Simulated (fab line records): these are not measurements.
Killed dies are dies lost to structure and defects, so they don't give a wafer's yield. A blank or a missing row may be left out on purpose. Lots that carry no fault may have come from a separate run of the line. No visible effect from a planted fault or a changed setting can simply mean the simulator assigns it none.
Struck lot and sound lot, side by side    flow sky130    15 out of 708 route steps
Sound: the wafers L666.2, L666.3, L666.4. The struck wafers were L670.1, L670.2, L670.6. At the end, the cause is stated.
For every step that has rows: the tool of each side, followed by ch and its chambers, followed by its first start. Under that, the readings that differ: sound wafers    struck wafers    difference of the means    sigmas: that difference in standard deviations of wafers without a fault.
alike: readings with means less than 2 such deviations apart, plus words and numbers identical on both sides. not compared: withheld readings, readings lacking a value on some wafer, bounds such as >300 that could conceal the same value, and numbers that have no deviation in the record and whose values overlap.
The two part at a step that has a row with sigmas, a row that says differs or no value, or rows on one side only. Non-overlapping numbers with no deviation appear without sigmas and do not part them. Lack of a reading on every wafer of one side parts them only where that side has two or more wafers.

first, 7 steps without rows for these wafers: SKY_RES_XHIGH_HMDS_01 (prime time 60 s); SKY_RES_XHIGH_COAT_02 (resist thk 1140 nm); SKY_RES_XHIGH_SOFTBAKE_03 (time 60 s); SKY_RES_XHIGH_EXPOSE_04 (exposes mask URPM, target cd 1270 nm); SKY_RES_XHIGH_PEB_05; SKY_RES_XHIGH_DEVELOP_06 (develop time 60 s); SKY_RES_XHIGH_IMPLANT_07.
SKY_RES_XHIGH_STRIP_08: strips in O2/N2.
  sound on plasma asher-04 ch 0,1, day 31 23:17; struck on plasma asher-04 ch 0,1, day 33 12:44
  alike: chamber pressure mTorr, drypump motor current A, oes product au, strip time to endpoint s
  not compared: rf hours counter h
SKY_RES_XHIGH_TW_MEAS_09:
  sound on film metro-04, day 31 23:23; struck on film metro-02, day 33 12:50
  alike: RES_XHIGH_TW
then, 3 steps without rows for these wafers: SKY_SD_N_DEHYDRATE_00 (time 60 s); SKY_SD_N_HMDS_01 (prime time 60 s); SKY_SD_N_COAT_02 (resist thk 1140 nm).
SKY_SD_N_SOFTBAKE_03: time 60 s.
  sound on litho track-02 ch 0, day 32 13:28; struck on litho track-02 ch 0, day 34 02:14
reading                   sound              struck             difference  sigmas
heater power total W (W)  56.53 56.61 56.56  57.35 57.49 57.48  +0.87       +19
plate temp C (C)          89.84 89.86 89.88  90.95 91.14 91.00  +1.17       +9
then, 1 step without rows for these wafers: SKY_SD_N_EXPOSE_04 (exposes mask NSDM, target cd 380 nm).
-- a jump in the record: the struck wafers' starts before and after are 16 days apart (it breaks off in module SD_N and resumes in module PAD_OPEN, where the first step shown is number 708 of the route) --
SKY_PAD_OPEN_PROBE_99:
  sound on prober-01, day 49 10:24; struck on prober-01, day 50 09:56
  alike: killed_at_M0_to_M3, killed_at_M4_up, killed at contacts, killed at front end, killed at other, killed dies, killed open, killed short

## WHERE THEY PART
Within this record, at SKY_SD_N_SOFTBAKE_03 only. Later steps at which nothing parts them and some readings are alike: SKY_PAD_OPEN_PROBE_99.

WHY: what had been put in by the simulator
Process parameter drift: litho track-02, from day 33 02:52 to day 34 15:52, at SKY_SD_N_SOFTBAKE_03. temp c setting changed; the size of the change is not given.
